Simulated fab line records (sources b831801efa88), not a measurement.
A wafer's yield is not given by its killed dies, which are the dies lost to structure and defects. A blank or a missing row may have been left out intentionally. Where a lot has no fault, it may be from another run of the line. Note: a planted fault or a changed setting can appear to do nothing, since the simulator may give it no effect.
Comparing a struck lot with a sound one | flow sky130 | 44 out of 708 route steps
Sound: these wafers, L558.1, L558.3, L558.4. Wafers struck: L567.1, L567.2, L567.5. The cause comes at the end.
Each step with rows lists, per side, the tool, then ch with its chambers, then its first start. Under that, the readings that differ: sound wafers | struck wafers | difference of the means | sigmas: that difference in standard deviations of wafers without a fault.
alike: a reading whose means differ by less than 2 such deviations, as well as words and numbers matching on both sides. not compared: withheld readings; readings where some wafer has no value; bounds like >300 that might hide an equal value; numbers whose values overlap and for which the record gives no deviation.
A row with sigmas, a row that says differs or no value, or rows on one side alone: a step with any of these is where the two part. Non-overlapping numbers with no deviation appear without sigmas and do not part them. A reading missing from all wafers of one side parts the sides only when that side holds two or more wafers.

first, 1 step without rows for these wafers: SKY_SONOS_TUNNEL_DEVELOP_06 (develop time 60 s).
SKY_SONOS_TUNNEL_CD_MEAS_07: target cd 410 nm.
  sound: cd sem-02 at day 13 20:50; struck: cd sem-02 at day 16 09:53
  alike: cd nm
SKY_SONOS_TUNNEL_OVL_MEAS_08:
  sound: overlay-01 at day 13 20:57; struck: overlay-01 at day 16 10:01
  alike: SONOS_TUNNEL_OVL
then, 3 steps without rows for these wafers: SKY_SONOS_TUNNEL_IMPLANT_09; SKY_SONOS_TUNNEL_WET_ETCH_10 (etches SiO2 in dHF, target depth 14 nm, time 280 s); SKY_SONOS_TUNNEL_STRIP_11 (strips in SPM, time 600 s).
SKY_SONOS_TUNNEL_TW_MEAS_12:
  sound: film metro-02 at day 13 21:25; struck: film metro-02 at day 16 10:27
  alike: SONOS_TUNNEL_TW
then, 2 steps without rows for these wafers: SKY_SONOS_TUNNEL_CLEAN_13 (cleans in dHF, time 20 s); SKY_SONOS_ONO_OXIDATION_00 (stabilise 600 s, purge 300 s, target thk 2.6 nm).
SKY_SONOS_ONO_THK_MEAS_01:
  sound: film metro-01 at day 13 22:50; struck: film metro-03 at day 16 13:09
  alike: SONOS_ONO_OXIDATION_THK
then, 1 step without rows for these wafers: SKY_SONOS_ONO_CVD_02 (deposits Si3N4 from DCS/NH3, target thk 10.5 nm, time 180 s).
SKY_SONOS_ONO_THK_MEAS_03:
  sound: film metro-03 at day 13 23:56; struck: film metro-01 at day 16 14:42
  alike: SONOS_ONO_CVD_02_THK
SKY_SONOS_ONO_CVD_04: deposits SiO2 from SiH4/N2O, target thk 5.7199 nm.
  sound on lpcvd-03 ch 1, day 14 00:00; struck on lpcvd-03 ch 0, day 16 14:46
  reading                                    | sound             | struck            | difference | sigmas
  spike tc bottom C (C)                      | 919.9 919.4 921.6 | 952.7 953.9 950.5 | +32.1      | +18
  spike tc centre C (C)                      | 899.3 900.7 900.2 | 933.8 937.1 935.6 | +35.4      | +27
  spike tc lower C (C)                       | 900.4 900.2 901.8 | 935.0 935.3 935.7 | +34.5      | +36
  spike tc top C (C)                         | 909.0 909.5 907.9 | 949.2 946.8 948.0 | +39.2      | +18
  spike tc upper C (C)                       | 901.2 903.8 901.4 | 934.7 936.7 935.4 | +33.5      | +22
  susceptor temp C (C)                       | 900.0 900.9 900.3 | 935.2 935.0 935.2 | +34.7      | +87
  zone power bottom pct (%)                  | 26.7 27.0 26.6    | 32.5 32.8 33.4    | +6.1       | +4
  zone power centre pct (%)                  | 18.34 18.29 18.11 | 19.56 19.20 19.34 | +1.12      | +4
  zone power lower pct (%)                   | 16.67 16.82 17.02 | 18.46 18.16 18.27 | +1.46      | +6
  zone power top pct (%)                     | 31.3 31.2 31.5    | 35.1 35.4 35.5    | +4.0       | +4
  model.SiO2_of_SONOS_ONO_CVD_04.thk nm (nm) | 5.775 5.792 5.865 | 9.234 9.154 9.084 | +3.347     |
SKY_SONOS_ONO_THK_MEAS_05:
  sound: film metro-01 at day 14 01:15; struck: film metro-03 at day 16 16:01
  reading                   | sound          | struck         | difference | sigmas
  SONOS_ONO_CVD_04_THK (nm) | 5.79 5.76 5.81 | 9.24 9.14 9.08 | +3.37      | +28
then, 7 steps without rows for these wafers: SKY_SONOS_ONO_DEHYDRATE_06 (time 60 s); SKY_SONOS_ONO_HMDS_07 (prime time 60 s); SKY_SONOS_ONO_COAT_08 (resist thk 1140 nm); SKY_SONOS_ONO_SOFTBAKE_09 (time 60 s); SKY_SONOS_ONO_EXPOSE_10 (exposes mask ONOM, target cd 410 nm); SKY_SONOS_ONO_PEB_11; SKY_SONOS_ONO_DEVELOP_12 (develop time 60 s).
SKY_SONOS_ONO_CD_MEAS_13: target cd 410 nm.
  sound: cd sem-02 at day 15 03:30; struck: cd sem-01 at day 17 21:15
  alike: cd nm
SKY_SONOS_ONO_OVL_MEAS_14:
  sound: overlay-01 at day 15 03:37; struck: overlay-02 at day 17 21:22
  alike: SONOS_ONO_OVL
SKY_SONOS_ONO_ETCH_15: etches the open film in CHF3/O2, target depth 19.52 nm, time 7.8 s.
  sound on rie diel-03 ch 0,1,2, day 15 03:40; struck on rie diel-04 ch 2,3, day 17 21:25
  reading                     | sound       | struck      | difference | sigmas
  drypump motor current A (A) | 5.3 5.4 5.0 | 6.1 6.2 6.2 | +0.9       | +2
  alike: O2_flow_sccm, bias w, oes product au, throttle valve pct
  not compared: rf hours counter h
then, 1 step without rows for these wafers: SKY_SONOS_ONO_WET_ETCH_16 (etches SiO2 in dHF, target depth 14 nm, time 280 s).
SKY_SONOS_ONO_STRIP_17: strips in O2/N2.
  sound on plasma asher-03 ch 0,1, day 15 03:46; struck on plasma asher-03 ch 0,1, day 17 21:31
  reading                      | sound             | struck            | difference | sigmas
  strip time to endpoint s (s) | 14.09 14.05 14.05 | 14.14 14.18 14.14 | +0.09      | +2
  alike: drypump motor current A, oes product au
  not compared: rf hours counter h
then, 3 steps without rows for these wafers: SKY_SONOS_ONO_WET_ETCH_18 (etches Si3N4 in H3PO4, target depth 15 nm, time 172 s); SKY_GATE_OXIDE_CLEAN_00 (cleans in SC1/SC2, time 150 s); SKY_GATE_OXIDE_OXIDATION_01 (stabilise 600 s, purge 300 s, target thk 10.268 nm).
SKY_GATE_OXIDE_THK_MEAS_02:
  sound: film metro-02 at day 15 05:23; struck: film metro-03 at day 18 00:02
  reading                          | sound             | struck          | difference | sigmas
  GATE_OXIDE_OXIDATION_00_THK (nm) | 10.67 10.73 10.80 | 9.96 10.01 9.80 | -0.81      | -3
then, 7 steps without rows for these wafers: SKY_GATE_OXIDE_DEHYDRATE_03 (time 60 s); SKY_GATE_OXIDE_HMDS_04 (prime time 60 s); SKY_GATE_OXIDE_COAT_05 (resist thk 1140 nm); SKY_GATE_OXIDE_SOFTBAKE_06 (time 60 s); SKY_GATE_OXIDE_EXPOSE_07 (exposes mask LVOM, target cd 600 nm); SKY_GATE_OXIDE_PEB_08; SKY_GATE_OXIDE_DEVELOP_09 (develop time 60 s).
SKY_GATE_OXIDE_OVL_MEAS_10:
  sound: overlay-02 at day 16 08:58; struck: overlay-02 at day 19 06:02
  alike: GATE_OXIDE_OVL
then, 2 steps without rows for these wafers: SKY_GATE_OXIDE_IMPLANT_11; SKY_GATE_OXIDE_WET_ETCH_12 (etches SiO2 in dHF, target depth 16.8 nm, time 336 s).
SKY_GATE_OXIDE_STRIP_13: strips in O2/N2.
  sound on plasma asher-04 ch 0,1, day 16 09:15; struck on plasma asher-04 ch 0,1, day 19 06:19
  alike: drypump motor current A, oes product au, strip time to endpoint s
  not compared: rf hours counter h
SKY_GATE_OXIDE_TW_MEAS_14:
  sound: film metro-02 at day 16 09:21; struck: film metro-02 at day 19 06:25
  alike: GATE_OXIDE_TW
SKY_GATE_OXIDE_CLEAN_15: cleans in SC1/SC2, time 150 s.
  sound on wet bench-01 ch 2, day 16 09:25; struck on wet bench-01 ch 0, day 19 06:29
  reading                                    | sound            | struck            | difference | sigmas
  model.SiO2_of_SONOS_ONO_CVD_04.thk nm (nm) | 4.258 4.269 4.35 | 7.716 7.637 7.563 | +3.346     |
SKY_PAD_OPEN_PROBE_99:
  rows exist in the record for the sound wafers here (prober-02, day 47 17:43), none for the struck ones

## WHERE THEY PART
Earliest at SKY_SONOS_ONO_CVD_04; latest, in this record, at SKY_PAD_OPEN_PROBE_99.

WHY: the cause the simulator had injected
lpcvd-03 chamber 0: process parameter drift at SKY_SONOS_ONO_CVD_04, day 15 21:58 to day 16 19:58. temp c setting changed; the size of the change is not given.
